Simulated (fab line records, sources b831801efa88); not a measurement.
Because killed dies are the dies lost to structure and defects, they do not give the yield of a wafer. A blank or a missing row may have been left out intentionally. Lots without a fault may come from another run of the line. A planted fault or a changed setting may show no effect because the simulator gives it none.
The tool behind it: which one? :: flow gf180mcu :: 6 lots with 18 wafers sampled at 3 steps, on a route of 602 steps

## WHAT EACH GAUGE READ, for each wafer
GF_STI_THK_MEAS_22.
lot: L269
measured: day 3 00:20
on: film_metro-01
STI_OXIDATION_01_THK (nm): 15.27 14.86 14.97

lot: L272
measured: day 3 15:53
on: film_metro-01
STI_OXIDATION_01_THK (nm): 15.17 15.35 15.44

lot: L275
measured: day 4 06:32
on: film_metro-01
STI_OXIDATION_01_THK (nm): 15.23 15.32 15.30

lot: L282
measured: day 5 18:42
on: film_metro-01
STI_OXIDATION_01_THK (nm): 14.87 15.02 15.10

lot: L285
measured: day 6 11:23
on: film_metro-01
STI_OXIDATION_01_THK (nm): 15.24 15.02 15.06

lot: L287
measured: day 7 01:37
on: film_metro-01
STI_OXIDATION_01_THK (nm): 14.89 14.69 14.78

## WHICH TOOL RAN EACH LOT (tool, then ch and the chambers of the sampled wafers, then the start)
lot: L269
GF_STI_ETCH_13: rie_diel-03 ch 0,3, day 2 22:36
GF_STI_STRIP_15: plasma_asher-03 ch 0,1, day 2 22:46

lot: L272
GF_STI_ETCH_13: rie_diel-03 ch 0,2, day 3 14:09
GF_STI_STRIP_15: plasma_asher-01 ch 0,1, day 3 14:18

lot: L275
GF_STI_ETCH_13: rie_diel-01 ch 1,2, day 4 04:45
GF_STI_STRIP_15: plasma_asher-02 ch 0,1, day 4 04:56

lot: L282
GF_STI_ETCH_13: rie_diel-03 ch 1,2, day 5 16:58
GF_STI_STRIP_15: plasma_asher-03 ch 0,1, day 5 17:07

lot: L285
GF_STI_ETCH_13: rie_diel-03 ch 1,2,3, day 6 08:21
GF_STI_STRIP_15: plasma_asher-02 ch 0,1, day 6 08:30

lot: L287
GF_STI_ETCH_13: rie_diel-01 ch 0,1,2, day 6 23:52
GF_STI_STRIP_15: plasma_asher-03 ch 0,1, day 7 00:01
- GF_STI_ETCH_13: etches the open film in CHF3/O2, stops on Si, target depth 282.31 nm, time 112.9 s.
- GF_STI_STRIP_15: strips in O2/N2.

## THE ANSWER, worked out from the rows above alone
Rule: the lots themselves supply what counts as usual. The widest of any qualifying gaps counts: lots, ordered by their means at a reading, are off when they make up no more than a third of the lots, leave a main group of 4 or more, and stand apart from it by 3 or more times the standard deviation of that group's means. Not used: any main group whose means are identical at the precision the tables above print for the reading. Also off: a lot with no number at a reading for which 4 or more lots have one. All remaining lots with rows at the step are treated as sound.
No lot is off at any reading shown: from this, nothing can be told.

## WHAT WAS PUT IN BY THE SIMULATOR
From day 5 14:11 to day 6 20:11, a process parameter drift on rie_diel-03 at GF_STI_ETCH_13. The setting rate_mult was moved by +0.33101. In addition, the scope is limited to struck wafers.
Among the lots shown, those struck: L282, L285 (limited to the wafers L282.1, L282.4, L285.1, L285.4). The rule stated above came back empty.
